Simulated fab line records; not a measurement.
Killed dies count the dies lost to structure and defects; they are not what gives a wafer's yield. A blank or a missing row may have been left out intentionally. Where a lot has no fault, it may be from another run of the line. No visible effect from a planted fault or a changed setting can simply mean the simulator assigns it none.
fab line records    flow sky130
[record] lots = 6  wafers = 18  last-day = 50
route steps=708 shown VT_ADJUST_HVTR@139 VT_ADJUST_PCH@143 PAD_OPEN@708
lots untouched by any fault: they come from a run of this same line in which no faults occurred
start-h: hours from the record's opening day to when the first of the lot's shown wafers began    wait-h: how many hours have passed since the lot's step before this one    " as in the row above    L1.1+2: a row that stands for several wafers    - no value, or no start was given    * or withheld: withheld    < > ~ a bound
route shown NAME@n: names a module that has steps shown in the file, with the first one's number in the route    usual: average and standard deviation across the fault-free wafers    same: alike in all rows    chamber/n: place in a boat    sites: each site's reading    _std_site: standard deviation across them    _edge_site: outer sites' mean less inner sites'    radius-mm: how far each site lies from the wafer's centre    mask NAME#n: copy n    behind: the last tool/chamber to shape the wafer    hold: cause of the lot's hold/its duration in hours/its outcome    device: which transistor (n, p or np) failed to switch    end of line: the tests these same wafers got at the end of their route    where a step has no rows: the recipe by itself    killed: not the wafer's yield, but the dies lost to structure and defects at the first sort    map: a wafer's dies, x killed, . not, _ none there
set.NAME: the setting as run; set.NAME@STEP: as run at that earlier step    model.NAME: the simulator's own value behind a step, which no gauge read
a table for each step, a row for each wafer; lots at some steps of the route
services: when a tool's chamber went out of use (start-h, in hours from the record's first day, below 0 if earlier), for how many hours, and the reason
[[steps]]
[step SKY_VT_ADJUST_HVTR_OVL_MEAS_08]
[usual] VT_ADJUST_HVTR_OVL = 0.6/1.6
lot.wafer  tool        chamber  start-h  wait-h  VT_ADJUST_HVTR_OVL[nm]
L602.1     overlay-02  -        235.20   0.1     1.5
L602.4     "           -        "        "       -1.7
L602.6     "           -        "        "       1.9
L607.1     overlay-01  -        260.25   0.1     -1.4
L607.3     "           -        "        "       0.8
L607.6     "           -        "        "       -0.5
L615.2     overlay-01  -        315.71   0.1     1.3
L615.3     "           -        "        "       0.8
L615.6     "           -        "        "       0.3
L617.3     overlay-02  -        339.31   0.1     -1.2
L617.5     "           -        "        "       1.3
L617.6     "           -        "        "       -0.4
L620.2     overlay-02  -        360.77   0.1     2.7
L620.3     "           -        "        "       -0.2
L620.4     "           -        "        "       1.6
L621.1     overlay-01  -        368.32   0.1     0.8
L621.4     "           -        "        "       0.4
L621.5     "           -        "        "       -1.3
[step SKY_VT_ADJUST_HVTR_IMPLANT_09]
[recipe] species = B  energy-kev = 10  dose-cm2 = 2.1e+12  tilt-deg = withheld
[step SKY_VT_ADJUST_HVTR_STRIP_10]
[recipe] chemistry = O2/N2  power-w = 1400  pressure-mtorr = 1500  platen-temp-c = withheld  o2-flow-sccm = 3000  n2-flow-sccm = 300  overash-fraction = 0.5
[usual] drypump-motor-current-A = 5.7/0.6  oes-product-au = 0.715/0.0045  strip-time-to-endpoint-s = 14.19/0.038
lot.wafer  tool             chamber  start-h  wait-h  drypump-motor-current-A  oes-product-au  rf-hours-counter-h  strip-time-to-endpoint-s
L602.1     plasma-asher-04  0        235.38   0.1     6.0                      0.714           11                  14.18
L602.4     "                0        "        "       6.0                      0.709           -                   14.23
L602.6     "                0        "        "       6.0                      0.718           -                   14.20
L607.1     plasma-asher-03  1        260.44   0.1     5.9                      0.723           60                  14.18
L607.3     "                1        "        "       5.9                      0.720           -                   14.21
L607.6     "                0        "        "       4.7                      0.710           -                   14.18
L615.2     plasma-asher-03  1        315.89   0.1     5.9                      0.713           67                  14.20
L615.3     "                0        "        "       4.7                      0.708           -                   14.20
L615.6     "                1        "        "       5.8                      0.717           -                   14.20
L617.3     plasma-asher-04  0        339.67   0.2     6.0                      0.723           -                   14.20
L617.5     "                0        "        "       6.0                      0.711           -                   14.20
L617.6     "                1        "        "       6.5                      0.714           -                   14.27
L620.2     plasma-asher-03  0        360.95   0.1     4.7                      0.720           72                  14.18
L620.3     "                1        "        "       5.9                      0.715           -                   14.15
L620.4     "                0        "        "       4.7                      0.710           -                   14.20
L621.1     plasma-asher-04  1        368.51   0.1     6.4                      0.723           25                  14.15
L621.4     "                0        "        "       6.0                      0.719           -                   14.19
L621.5     "                1        "        "       6.5                      0.713           -                   14.14
[step SKY_VT_ADJUST_HVTR_TW_MEAS_11]
[usual] VT_ADJUST_HVTR_TW = 209.4/2.6
lot.wafer  tool           chamber  start-h  wait-h  VT_ADJUST_HVTR_TW
L602.1     film-metro-01  -        235.48   0.1     207.5
L602.4     "              -        "        "       206.0
L602.6     "              -        "        "       207.9
L607.1     film-metro-01  -        260.54   0.1     206.4
L607.3     "              -        "        "       207.5
L607.6     "              -        "        "       207.2
L615.2     film-metro-01  -        316.00   0.1     207.7
L615.3     "              -        "        "       207.6
L615.6     "              -        "        "       208.5
L617.3     film-metro-01  -        339.76   0.1     206.1
L617.5     "              -        "        "       205.7
L617.6     "              -        "        "       206.3
L620.2     film-metro-02  -        361.06   0.1     212.5
L620.3     "              -        "        "       213.1
L620.4     "              -        "        "       213.0
L621.1     film-metro-01  -        368.61   0.1     207.7
L621.4     "              -        "        "       208.5
L621.5     "              -        "        "       209.2
[step SKY_VT_ADJUST_PCH_DEHYDRATE_00]
[recipe] temp-c = 200  time-s = 60
[step SKY_VT_ADJUST_PCH_HMDS_01]
[recipe] prime-time-s = 60  prime-temp-c = 120
[step SKY_VT_ADJUST_PCH_COAT_02]
[recipe] spin-rpm = 2000  resist-thk-nm = 3000
[step SKY_VT_ADJUST_PCH_SOFTBAKE_03]
[recipe] temp-c = 110  time-s = withheld
[step SKY_VT_ADJUST_PCH_EXPOSE_04]
[recipe] mask-id = NWM  na = 0.6  source-shape = conventional  sigma-outer = 0.6  polarization = unpolarized  target-cd-nm = 840  dose-mj = 255
[step SKY_VT_ADJUST_PCH_PEB_05]
[recipe] temp-c = 115  time-s = withheld
[step SKY_VT_ADJUST_PCH_DEVELOP_06]
[recipe] wall-angle-deg = 90  developer = TMAH  develop-time-s = 60  dev-temp-c = 23
[step SKY_VT_ADJUST_PCH_OVL_MEAS_07]
[usual] VT_ADJUST_PCH_OVL = -0.8/1.3
lot.wafer  tool        chamber  start-h  wait-h  VT_ADJUST_PCH_OVL[nm]
L602.1     overlay-02  -        257.68   -       -0.9
L602.4     "           -        "        "       -1.2
L602.6     "           -        "        "       -0.5
L607.1     overlay-02  -        284.80   -       -2.9
L607.3     "           -        "        "       -2.3
L607.6     "           -        "        "       -2.1
L615.2     overlay-01  -        341.18   -       0.8
L615.3     "           -        "        "       0.2
L615.6     "           -        "        "       -1.2
L617.3     overlay-01  -        367.11   -       -1.8
L617.5     "           -        "        "       -0.7
L617.6     "           -        "        "       -2.1
L620.2     overlay-01  -        389.45   -       -0.4
L620.3     "           -        "        "       -0.1
L620.4     "           -        "        "       -0.7
L621.1     overlay-02  -        397.18   -       -2.0
L621.4     "           -        "        "       -0.9
L621.5     "           -        "        "       -2.6
[step SKY_VT_ADJUST_PCH_IMPLANT_08]
[recipe] species = B  energy-kev = 10  dose-cm2 = 5e+11  tilt-deg = withheld
[usual] dose-ions-cm2 = 5.001e+11/4.7e+08  faraday-current-uA = 2.82/0.065
lot.wafer  tool          chamber  start-h  wait-h  dose-ions-cm2  faraday-current-uA
L602.1     implanter-02  0        257.71   0.0     5.006e+11      2.79
L602.4     "             0        "        "       5.004e+11      2.82
L602.6     "             0        "        "       5.007e+11      2.94
L607.1     implanter-02  0        284.83   0.0     5e+11          2.69
L607.3     "             0        "        "       5.01e+11       2.93
L607.6     "             0        "        "       5.006e+11      2.81
L615.2     implanter-02  0        341.24   0.0     4.432e+11      2.56
L615.3     "             0        "        "       4.429e+11      2.48
L615.6     "             0        "        "       4.423e+11      2.55
L617.3     implanter-02  0        367.19   0.1     4.43e+11       2.50
L617.5     "             0        "        "       4.419e+11      2.63
L617.6     "             0        "        "       4.423e+11      2.45
L620.2     implanter-01  0        389.51   0.0     5.008e+11      2.82
L620.3     "             0        "        "       4.999e+11      2.85
L620.4     "             0        "        "       5.002e+11      2.83
L621.1     implanter-01  0        397.21   0.0     4.997e+11      2.87
L621.4     "             0        "        "       5.003e+11      2.76
L621.5     "             0        "        "       4.994e+11      2.82
[step SKY_VT_ADJUST_PCH_STRIP_09]
[recipe] chemistry = O2/N2  power-w = 1400  pressure-mtorr = 1500  platen-temp-c = withheld  o2-flow-sccm = 3000  n2-flow-sccm = 300  overash-fraction = 0.5
[usual] drypump-motor-current-A = 5.7/0.43  oes-product-au = 0.723/0.0043  strip-time-to-endpoint-s = 36.90/0.097
lot.wafer  tool             chamber  start-h  wait-h  drypump-motor-current-A  oes-product-au  rf-hours-counter-h  strip-time-to-endpoint-s
L602.1     plasma-asher-04  1        257.86   0.1     6.5                      0.730           14                  36.92
L602.4     "                1        "        "       6.5                      0.722           -                   37.10
L602.6     "                0        "        "       6.0                      0.720           -                   37.06
L607.1     plasma-asher-01  1        284.98   0.1     5.3                      0.722           47                  37.18
L607.3     "                0        "        "       6.0                      0.724           -                   37.02
L607.6     "                0        "        "       6.0                      0.727           -                   37.01
L615.2     plasma-asher-01  1        341.36   0.1     5.2                      0.725           48                  36.79
L615.3     "                1        "        "       5.2                      0.719           -                   36.84
L615.6     "                1        "        "       5.3                      0.721           -                   36.93
L617.3     plasma-asher-04  0        367.32   0.1     6.1                      0.720           -                   36.95
L617.5     "                1        "        "       6.5                      0.728           -                   36.97
L617.6     "                0        "        "       6.0                      0.729           -                   36.85
L620.2     plasma-asher-04  1        389.63   0.1     6.5                      0.721           27                  36.90
L620.3     "                0        "        "       6.0                      0.722           -                   37.04
L620.4     "                1        "        "       6.5                      0.719           -                   37.00
L621.1     plasma-asher-02  0        397.36   0.1     5.6                      0.723           77                  36.96
L621.4     "                1        "        "       5.2                      0.722           -                   36.83
L621.5     "                0        "        "       5.6                      0.720           -                   36.91
[step SKY_PAD_OPEN_PROBE_99]
[usual] killed_at_M0_to_M3 = 43/6.5  killed_at_M4_up = 3.3/2  killed-at-contacts = 24/5.2  killed-at-front-end = 16/4.2  killed-at-other = 0.3/0.6  killed-dies = 87/9.3  killed-open = 47/7.8  killed-short = 39/6.2
[same] gross-dies = 492  killed-at-back-side = 0
lot.wafer  tool       chamber  start-h  wait-h  killed_at_M0_to_M3  killed_at_M4_up  killed-at-contacts  killed-at-front-end  killed-at-other  killed-dies  killed-open  killed-short  model.etest.pfet_16v.vt-v  model.etest.pfet-g5v0d10v5.vt-long-v
L602.1     prober-01  -        1107.09  0.1     50                  5                22                  15                   0                92           55           37            -1.096                     -0.9202
L602.4     prober-01  -        1107.24  0.2     41                  9                32                  22                   0                104          57           47            -1.093                     -0.9179
L602.6     prober-01  -        1107.34  0.2     47                  1                16                  19                   0                83           40           43            -1.107                     -0.9324
L607.1     prober-01  -        1121.34  0.1     42                  6                25                  17                   1                91           47           44            -1.091                     -0.9222
L607.3     prober-01  -        1121.44  0.2     47                  2                26                  10                   1                86           46           40            -1.101                     -0.9255
L607.6     prober-01  -        1121.59  0.2     38                  0                35                  20                   0                93           57           36            -1.098                     -0.9282
L615.2     prober-01  -        1160.65  0.1     46                  4                24                  11                   1                86           47           39            -1.153                     -0.9716
L615.3     prober-01  -        1160.70  0.2     47                  7                27                  13                   0                94           50           44            -1.142                     -0.9707
L615.6     prober-01  -        1160.85  0.2     47                  3                28                  16                   0                94           54           40            -1.158                     -0.9804
L617.3     prober-01  -        1177.97  0.2     48                  6                30                  17                   0                101          60           40            -1.105                     -0.9299
L617.5     prober-01  -        1178.07  0.2     40                  4                32                  14                   1                91           58           33            -1.105                     -0.933
L617.6     prober-01  -        1178.12  0.2     46                  1                34                  9                    0                90           44           46            -1.108                     -0.9363
L620.2     prober-02  -        1190.57  0.1     42                  2                28                  11                   0                83           52           30            -1.126                     -0.9517
L620.3     prober-02  -        1190.62  0.2     38                  2                20                  22                   1                83           46           35            -1.138                     -0.9666
L620.4     prober-02  -        1190.67  0.2     49                  2                29                  20                   1                101          53           48            -1.127                     -0.9528
L621.1     prober-01  -        1192.45  0.1     55                  1                17                  11                   0                84           44           40            -1.083                     -0.9161
L621.4     prober-01  -        1192.60  0.2     32                  1                19                  14                   0                66           37           29            -1.082                     -0.9183
L621.5     prober-01  -        1192.65  0.2     51                  1                16                  17                   0                85           46           39            -1.085                     -0.9185
// killed by level:class
L602.1 VIA1:geometric-particle:open=11 VIA3:geometric-particle:open=9 LI_CONTACT:geometric-particle:open=9 CONTACT:geometric-particle:open=9 METAL1:geometric-particle:short=7 VIA1:geometric-particle:short=7 POLY_GATE:geometric-particle:open=5 METAL2:geometric-particle:short=5
L602.4 VIA1:geometric-particle:open=12 CONTACT:geometric-particle:open=11 LI_CONTACT:geometric-particle:open=9 POLY_GATE:geometric-particle:short=6 LI_CONTACT:geometric-particle:short=6 VIA2:geometric-particle:open=6 METAL1:geometric-particle:short=6 METAL4:geometric-particle:short=6
L602.6 VIA1:geometric-particle:short=10 VIA3:geometric-particle:open=8 FIELD_ISO:geometric-particle:short=7 CONTACT:geometric-particle:open=6 METAL1:geometric-particle:short=6 VIA1:geometric-particle:open=6 SPACER:geometric-particle:short=5 VIA2:geometric-particle:open=5
L607.1 LI_CONTACT:geometric-particle:open=8 CONTACT:geometric-particle:open=7 VIA1:geometric-particle:open=6 METAL2:geometric-particle:short=6 CONTACT:geometric-particle:short=5 VIA3:geometric-particle:open=5 VIA2:geometric-particle:short=5 VIA2:geometric-particle:open=5
L607.3 VIA1:geometric-particle:open=13 VIA2:geometric-particle:open=7 CONTACT:geometric-particle:short=6 LI_CONTACT:geometric-particle:open=6 VIA3:geometric-particle:open=6 LOCAL_INTERCONNECT:geometric-particle:short=5 CONTACT:geometric-particle:open=5 METAL1:geometric-particle:short=5
L607.6 CONTACT:geometric-particle:open=17 VIA2:geometric-particle:open=12 METAL1:geometric-particle:short=9 LI_CONTACT:geometric-particle:open=8 FIELD_ISO:geometric-particle:open=6 FIELD_ISO:geometric-particle:short=5 SPACER:geometric-particle:short=5 CONTACT:geometric-particle:short=5
L615.2 VIA1:geometric-particle:open=16 METAL2:geometric-particle:short=12 LI_CONTACT:geometric-particle:open=8 CONTACT:geometric-particle:open=8 FIELD_ISO:geometric-particle:open=5 CONTACT:geometric-particle:short=5 METAL1:geometric-particle:short=5 FIELD_ISO:geometric-particle:short=4
L615.3 CONTACT:geometric-particle:open=11 METAL1:geometric-particle:short=9 VIA1:geometric-particle:open=9 METAL2:geometric-particle:short=9 LI_CONTACT:geometric-particle:short=5 LI_CONTACT:geometric-particle:open=5 LOCAL_INTERCONNECT:geometric-particle:short=5 VIA2:geometric-particle:open=5
L615.6 CONTACT:geometric-particle:open=14 VIA1:geometric-particle:open=8 VIA2:geometric-particle:open=7 VIA1:geometric-particle:short=7 LI_CONTACT:geometric-particle:open=6 VIA3:geometric-particle:open=6 VIA2:geometric-particle:short=6 POLY_GATE:geometric-particle:open=5
L617.3 VIA1:geometric-particle:open=15 LI_CONTACT:geometric-particle:open=12 CONTACT:geometric-particle:open=10 METAL1:geometric-particle:short=7 VIA3:geometric-particle:open=6 FIELD_ISO:geometric-particle:open=5 FIELD_ISO:geometric-particle:short=5 LOCAL_INTERCONNECT:geometric-particle:short=5
L617.5 CONTACT:geometric-particle:open=20 VIA1:geometric-particle:open=12 POLY_GATE:geometric-particle:short=6 VIA3:geometric-particle:open=6 LI_CONTACT:geometric-particle:open=5 METAL3:geometric-particle:short=5 METAL3:geometric-particle:open=4 VIA2:geometric-particle:open=4
L617.6 CONTACT:geometric-particle:open=12 LI_CONTACT:geometric-particle:open=9 METAL2:geometric-particle:short=8 VIA1:geometric-particle:open=8 CONTACT:geometric-particle:short=7 VIA1:geometric-particle:short=6 VIA3:geometric-particle:open=6 LOCAL_INTERCONNECT:geometric-particle:short=5
L620.2 CONTACT:geometric-particle:open=10 VIA2:geometric-particle:open=8 VIA1:geometric-particle:open=8 LI_CONTACT:geometric-particle:open=7 VIA3:geometric-particle:open=7 CONTACT:geometric-particle:short=5 VIA1:geometric-particle:short=5 METAL2:geometric-particle:short=5
L620.3 VIA1:geometric-particle:open=11 POLY_GATE:geometric-particle:short=7 POLY_GATE:geometric-particle:open=6 CONTACT:geometric-particle:open=6 VIA2:geometric-particle:open=5 LI_CONTACT:geometric-particle:open=5 CONTACT:geometric-particle:short=5 VIA3:geometric-particle:open=5
L620.4 VIA2:geometric-particle:open=8 LI_CONTACT:geometric-particle:open=7 CONTACT:geometric-particle:short=7 CONTACT:geometric-particle:open=7 VIA1:geometric-particle:open=7 POLY_GATE:geometric-particle:open=6 METAL2:geometric-particle:short=6 VIA3:geometric-particle:open=6
L621.1 VIA2:geometric-particle:open=10 VIA1:geometric-particle:open=10 METAL2:geometric-particle:short=10 CONTACT:geometric-particle:open=5 METAL2:geometric-particle:open=5 POLY_GATE:geometric-particle:short=4 CONTACT:geometric-particle:short=4 VIA2:geometric-particle:short=4
L621.4 CONTACT:geometric-particle:open=10 VIA2:geometric-particle:open=7 FIELD_ISO:geometric-particle:open=4 POLY_GATE:geometric-particle:short=4 LI_CONTACT:geometric-particle:open=4 CONTACT:geometric-particle:short=4 METAL1:geometric-particle:short=4 VIA1:geometric-particle:short=4
L621.5 VIA2:geometric-particle:open=9 VIA1:geometric-particle:open=9 METAL2:geometric-particle:short=8 VIA1:geometric-particle:short=7 POLY_GATE:geometric-particle:open=6 CONTACT:geometric-particle:open=6 VIA3:geometric-particle:open=6 METAL1:geometric-particle:short=5
[[services]]
tool             chamber  start-h  hours  kind
plasma-asher-01  -        221.84   5.4    repair
implanter-02     -        230.42   0.7    repair
implanter-02     -        263.12   2.7    pm
implanter-01     -        284.41   6.4    pm
plasma-asher-01  -        292.93   46.3   repair
implanter-02     -        313.90   2.5    repair
plasma-asher-02  -        318.86   2.8    repair
plasma-asher-04  -        320.73   2.9    repair
implanter-02     -        335.28   4.2    repair
implanter-02     -        343.05   2.6    repair
implanter-02     -        348.32   3.9    pm
plasma-asher-04  -        350.92   3.7    repair
implanter-02     -        381.99   1.8    repair
plasma-asher-03  -        395.65   6.1    repair
[[key]]
[first-sign] step = SKY_VT_ADJUST_PCH_IMPLANT_08  reading = dose-ions-cm2  direction = down  sigmas = 99+  usual = *  struck = *
[effect] step = SKY_VT_ADJUST_PCH_IMPLANT_08  reading = faraday-current-uA  direction = down  sigmas = 4.4  usual = 2.82  struck = 2.53
[model-effect] step = SKY_PAD_OPEN_PROBE_99  value = etest.pfet_16v.vt-v  without = -1.104  struck = -1.129
met-at SKY_VT_ADJUST_PCH_IMPLANT_08
struck-wafers L615.2,L615.3,L615.6,L617.3,L617.5,L617.6
tester-left-out L615,L617
onset-between 284.83 341.24
[fault] kind = process-parameter-drift  tool = implanter-02  chamber = -  onset-h = 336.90  steps = SKY_VT_ADJUST_PCH_IMPLANT_08  channel = dose-cm2  offset = *  shape = step  end-h = 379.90  acts-in = *  stated = *
// tester-left-out: of these lots the tester's yield and bins aren't shown, on N5 and GAA mostly nor the transistor test; their killed dies are dies lost to structure and defects alone, not to doping, threshold or leakage, so they don't give the yield
